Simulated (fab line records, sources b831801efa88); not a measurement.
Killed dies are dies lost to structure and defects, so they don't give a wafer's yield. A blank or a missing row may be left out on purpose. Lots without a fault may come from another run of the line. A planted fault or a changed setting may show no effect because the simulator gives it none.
A struck lot beside a sound one | flow sky130 | 44 steps out of a route of 708
Sound: wafers L713.3, L713.4, L713.6. Struck: wafer L728.6. (L728.5 of the same lot was not struck and is left out.) The cause comes at the end.
At each step with rows: each side's tool, then ch and its chambers, then its first start. Under that, the readings that differ: sound wafers | struck wafers | difference of the means | sigmas: that difference in standard deviations of wafers without a fault.
alike: readings whose means differ by less than 2 such deviations, and words and numbers that are the same on both sides. not compared: withheld readings, readings that some wafer has no value for, bounds like >300 that may hide the same value, and numbers for which the record gives no deviation and whose values overlap.
The two part at a step that has a row with sigmas, a row that says differs or no value, or rows on one side only. Numbers that don't overlap but have no deviation are shown without sigmas and don't part them. A reading that every wafer of one side lacks parts them only if that side has two wafers or more.

SKY_SONOS_ONO_THK_MEAS_03:
  sound on film_metro-04, day 12 23:11; struck on film_metro-01, day 17 19:30
  alike: SONOS_ONO_CVD_02_THK
then, 1 step without rows for these wafers: SKY_SONOS_ONO_CVD_04 (deposits SiO2 from SiH4/N2O, target thk 5.7199 nm).
SKY_SONOS_ONO_THK_MEAS_05:
  sound on film_metro-04, day 13 00:30; struck on film_metro-04, day 17 20:49
  reading                   | sound          | struck | difference | sigmas
  SONOS_ONO_CVD_04_THK (nm) | 5.54 5.59 5.62 | 5.80   | +0.22      | +2
then, 7 steps without rows for these wafers: SKY_SONOS_ONO_DEHYDRATE_06 (time 60 s); SKY_SONOS_ONO_HMDS_07 (prime time 60 s); SKY_SONOS_ONO_COAT_08 (resist thk 1140 nm); SKY_SONOS_ONO_SOFTBAKE_09 (time 60 s); SKY_SONOS_ONO_EXPOSE_10 (exposes mask ONOM, target cd 410 nm); SKY_SONOS_ONO_PEB_11; SKY_SONOS_ONO_DEVELOP_12 (develop time 60 s).
SKY_SONOS_ONO_CD_MEAS_13: target cd 410 nm.
  sound on cd_sem-01, day 14 02:12; struck on cd_sem-01, day 19 02:07
  alike: cd_nm
SKY_SONOS_ONO_OVL_MEAS_14:
  sound on overlay-02, day 14 02:17; struck on overlay-02, day 19 02:11
  alike: SONOS_ONO_OVL
SKY_SONOS_ONO_ETCH_15: etches the open film in CHF3/O2, target depth 19.52 nm, time 7.8 s.
  sound on rie_diel-02 ch 0,2,3, day 14 02:19; struck on rie_diel-03 ch 3, day 19 02:12
  reading                                        | sound             | struck | difference | sigmas
  oes_product_au (a.u.)                          | 0.992 1.009 0.991 | 1.434  | +0.437     | +45
  throttle_valve_pct (%)                         | 8.806 8.823 8.833 | 8.938  | +0.117     | +12
  model.SONOS_ONO.feature_depth_nm (nm)          | 19.31 19.96 19.29 | 32.91  | +13.39     |
  model.etch.depth_nm (nm)                       | 19.31 19.96 19.29 | 32.91  | +13.39     |
  model.NOVOLAK_of_SONOS_ONO_COAT_08.thk_nm (nm) | 1125 1123 1125    | 1115   | -9         |
  alike: drypump_motor_current_A
  not compared: rf_hours_counter_h
then, 1 step without rows for these wafers: SKY_SONOS_ONO_WET_ETCH_16 (etches SiO2 in dHF, target depth 14 nm, time 280 s).
SKY_SONOS_ONO_STRIP_17: strips in O2/N2.
  sound on plasma_asher-04 ch 0,1, day 14 02:27; struck on plasma_asher-04 ch 1, day 19 02:22
  reading                      | sound             | struck | difference | sigmas
  strip_time_to_endpoint_s (s) | 14.12 14.09 14.11 | 14.00  | -0.11      | -3
  alike: drypump_motor_current_A, oes_product_au
  not compared: rf_hours_counter_h
then, 3 steps without rows for these wafers: SKY_SONOS_ONO_WET_ETCH_18 (etches Si3N4 in H3PO4, target depth 15 nm, time 172 s); SKY_GATE_OXIDE_CLEAN_00 (cleans in SC1/SC2, time 150 s); SKY_GATE_OXIDE_OXIDATION_01 (stabilise 600 s, purge 300 s, target thk 10.268 nm).
SKY_GATE_OXIDE_THK_MEAS_02:
  sound on film_metro-03, day 14 07:11; struck on film_metro-04, day 19 05:20
  alike: GATE_OXIDE_OXIDATION_00_THK
then, 7 steps without rows for these wafers: SKY_GATE_OXIDE_DEHYDRATE_03 (time 60 s); SKY_GATE_OXIDE_HMDS_04 (prime time 60 s); SKY_GATE_OXIDE_COAT_05 (resist thk 1140 nm); SKY_GATE_OXIDE_SOFTBAKE_06 (time 60 s); SKY_GATE_OXIDE_EXPOSE_07 (exposes mask LVOM, target cd 600 nm); SKY_GATE_OXIDE_PEB_08; SKY_GATE_OXIDE_DEVELOP_09 (develop time 60 s).
SKY_GATE_OXIDE_OVL_MEAS_10:
  sound on overlay-01, day 15 09:04; struck on overlay-01, day 20 11:56
  alike: GATE_OXIDE_OVL
then, 2 steps without rows for these wafers: SKY_GATE_OXIDE_IMPLANT_11; SKY_GATE_OXIDE_WET_ETCH_12 (etches SiO2 in dHF, target depth 16.8 nm, time 336 s).
SKY_GATE_OXIDE_STRIP_13: strips in O2/N2.
  sound on plasma_asher-02 ch 0,1, day 15 09:23; struck on plasma_asher-03 ch 0, day 20 12:17
  alike: drypump_motor_current_A, oes_product_au, strip_time_to_endpoint_s
  not compared: rf_hours_counter_h
SKY_GATE_OXIDE_TW_MEAS_14:
  sound on film_metro-04, day 15 09:28; struck on film_metro-02, day 20 12:21
  alike: GATE_OXIDE_TW
then, 3 steps without rows for these wafers: SKY_GATE_OXIDE_CLEAN_15 (cleans in SC1/SC2, time 150 s); SKY_GATE_OXIDE_OXIDATION_16 (stabilise 600 s, purge 300 s, target thk 3.57 nm); SKY_POLY_GATE_CVD_00 (deposits poly-Si, target thk 180 nm, time 720 s).
SKY_POLY_GATE_THK_MEAS_01:
  sound on film_metro-02, day 15 12:33; struck on film_metro-04, day 20 15:11
  alike: POLY_GATE_CVD_00_THK
then, 7 steps without rows for these wafers: SKY_RES_PROTECT_DEHYDRATE_00 (time 60 s); SKY_RES_PROTECT_HMDS_01 (prime time 60 s); SKY_RES_PROTECT_COAT_02 (resist thk 1140 nm); SKY_RES_PROTECT_SOFTBAKE_03 (time 60 s); SKY_RES_PROTECT_EXPOSE_04 (exposes mask RPM, target cd 1270 nm); SKY_RES_PROTECT_PEB_05; SKY_RES_PROTECT_DEVELOP_06 (develop time 60 s).
-- the record jumps here: 14 days lie between the struck wafers' starts before and after (it left off in module RES_PROTECT and takes up again in module SALICIDE, whose first step shown is number 361 of the route) --
SKY_SALICIDE_CLEAN_00: cleans in HF-last, time 30 s.
  sound on wet_bench-03 ch 0, day 29 09:13; struck on wet_bench-04 ch 3, day 35 02:04
  reading                                    | sound             | struck | difference | sigmas
  model.SiO2_of_FIELD_ISO_CVD_24.thk_nm (nm) | 359.5 359.4 358.8 | 356.9  | -2.3       |
-- the record jumps here: 16 days lie between the struck wafers' starts before and after (it left off in module SALICIDE and takes up again in module PAD_OPEN, whose first step shown is number 708 of the route) --
SKY_PAD_OPEN_PROBE_99:
  sound on prober-02, day 46 19:12; struck on prober-01, day 50 17:43
  reading                               | sound             | struck | difference | sigmas
  killed_open                           | 62 63 62          | 44     | -18        | -3
  model.etest.cap_poly_to_well.c_af_um2 | 88.68 90.97 88.28 | 96.76  | +7.45      |
  model.etest.field_n.vt_v (V)          | 36.26 36.22 36.26 | 35.07  | -1.18      |
  alike: killed_at_M0_to_M3, killed_at_M4_up, killed_at_contacts, killed_at_front_end, killed_at_other, killed_dies, killed_short
  not compared: model.etest.cap_li_to_poly.c_af_um2, model.etest.sram_nfet_pass.off_log10_a_um

WHERE THEY PART
First at SKY_SONOS_ONO_THK_MEAS_05; last, within this record, at SKY_PAD_OPEN_PROBE_99.

WHY: what the simulator had put in
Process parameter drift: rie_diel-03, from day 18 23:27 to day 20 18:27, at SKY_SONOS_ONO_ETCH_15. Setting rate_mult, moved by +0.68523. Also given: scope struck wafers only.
